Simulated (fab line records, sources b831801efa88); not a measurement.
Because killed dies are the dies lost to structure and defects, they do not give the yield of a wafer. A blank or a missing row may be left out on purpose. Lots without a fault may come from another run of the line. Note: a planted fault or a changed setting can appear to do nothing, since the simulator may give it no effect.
Which tool was responsible? | flow sfq line | 43 wafers sampled from 15 lots at 1 step of a route of 325

## WHAT EACH GAUGE READ, for each wafer
The record lacks any reading of a measuring or inspecting step that a usual standard deviation could be used to judge.

## TOOL THAT RAN EACH LOT (tool first, then ch and the chambers of the sampled wafers, then the start)
lot  | SFQ_TRILAYER_M2_BARC_OPEN_METAL_ETCH_077
L944 | rie metal-02 ch 0,1, day 30 21:44
L945 | rie metal-04 ch 0,1, day 31 05:04
L947 | rie metal-01 ch 0,1, day 32 05:04
L948 | rie metal-04 ch 0,1, day 32 12:23
L949 | rie metal-04 ch 0,1, day 33 02:47
L950 | rie metal-02 ch 0, day 33 11:11
L951 | rie metal-04 ch 0,1, day 33 18:23
L952 | rie metal-02 ch 0,1, day 33 23:11
L953 | rie metal-02 ch 0,1, day 34 09:55
L954 | rie metal-02 ch 0,1, day 34 21:55
L956 | rie metal-02 ch 0,1, day 35 15:55
L963 | rie metal-01 ch 1, day 39 19:53
L964 | rie metal-04 ch 0,1, day 39 21:06
L965 | rie metal-02 ch 0, day 39 22:17
L966 | rie metal-04 ch 0,1, day 40 00:41
- SFQ_TRILAYER_M2_BARC_OPEN_METAL_ETCH_077: etches BARC in O2, target depth 125 nm, time 41.7 s.

## WHAT THE TOOLS THEMSELVES READ (means of the sampled wafers that have a number; where no wafer has one, the mark that the record gives instead)
SFQ_TRILAYER_M2_BARC_OPEN_METAL_ETCH_077.
lot  | tool         | bias w (W) | chamber pressure mTorr (mTorr) | drypump motor current A (A) | he backside leak sccm (sccm) | oes product au (a.u.) | run length s (s)
L944 | rie metal-02 | 80.19      | 9.992                          | 5.81                        | 3.3                          | 0.687                 | 70.3
L945 | rie metal-04 | 79.97      | 9.996                          | 5.39                        | 3.8                          | 0.688                 | 69.7
L947 | rie metal-01 | 80.06      | 9.995                          | 5.58                        | 3.4                          | 0.686                 | 69.8
L948 | rie metal-04 | 80.02      | 10.008                         | 5.41                        | 3.7                          | 0.691                 | 69.6
L949 | rie metal-04 | 80.08      | 9.997                          | 5.41                        | 3.7                          | 0.685                 | 69.9
L950 | rie metal-02 | 80.04      | 10.009                         | 5.64                        | 3.5                          | 0.686                 | 70.4
L951 | rie metal-04 | 80.12      | 10.005                         | 5.29                        | 3.6                          | 0.688                 | 69.7
L952 | rie metal-02 | 80.13      | 9.998                          | 5.80                        | 3.3                          | 0.684                 | 70.4
L953 | rie metal-02 | 80.11      | 9.999                          | 5.81                        | 3.3                          | 0.717                 | 67.8
L954 | rie metal-02 | 79.92      | 9.996                          | 5.76                        | 3.5                          | 0.733                 | 67.0
L956 | rie metal-02 | 80.12      | 9.995                          | 5.76                        | 3.2                          | 0.728                 | 66.9
L963 | rie metal-01 | 79.62      | 10.005                         | 6.08                        | 3.8                          | 0.680                 | 69.6
L964 | rie metal-04 | 79.91      | 9.995                          | 5.40                        | 3.7                          | 0.684                 | 70.0
L965 | rie metal-02 | 79.74      | 9.993                          | 5.65                        | 3.9                          | 0.692                 | 70.6
L966 | rie metal-04 | 80.16      | 10.005                         | 5.30                        | 4.9                          | 0.686                 | 69.5

## THE ANSWER, worked out from the rows above alone
Rule: the lots themselves supply what counts as usual. Put in order of their means at a reading, lots are off if they are a third of the lots or fewer, leave a main group of 4 or more, and stand apart from it by a gap of 3 or more times the standard deviation of the main group's means; of several such gaps the widest counts. A main group whose means are all the same, to the digits that the tables above print for the reading, isn't used. A lot without any number at a reading at which 4 lots or more have one is off too. Any other lot the step has rows for is counted as sound. Order of review: gauges by route order, followed by the tools' own readings, for which a lot's mean as printed above is used. The first step at which some lot is off is used, and at that step the reading that is off furthest; a lot without a number counts as furthest.
Off, at SFQ_TRILAYER_M2_BARC_OPEN_METAL_ETCH_077 on oes product au: L953, L954, L956. Mean 0.686 a.u. and standard deviation 0.0031 in the main group.
If a tool, at that step or one of the process steps before it, ran each lot that is off and ran no sound lot following the first of them, it fits. Of those tried, none fits.

## WHAT WAS PUT IN BY THE SIMULATOR
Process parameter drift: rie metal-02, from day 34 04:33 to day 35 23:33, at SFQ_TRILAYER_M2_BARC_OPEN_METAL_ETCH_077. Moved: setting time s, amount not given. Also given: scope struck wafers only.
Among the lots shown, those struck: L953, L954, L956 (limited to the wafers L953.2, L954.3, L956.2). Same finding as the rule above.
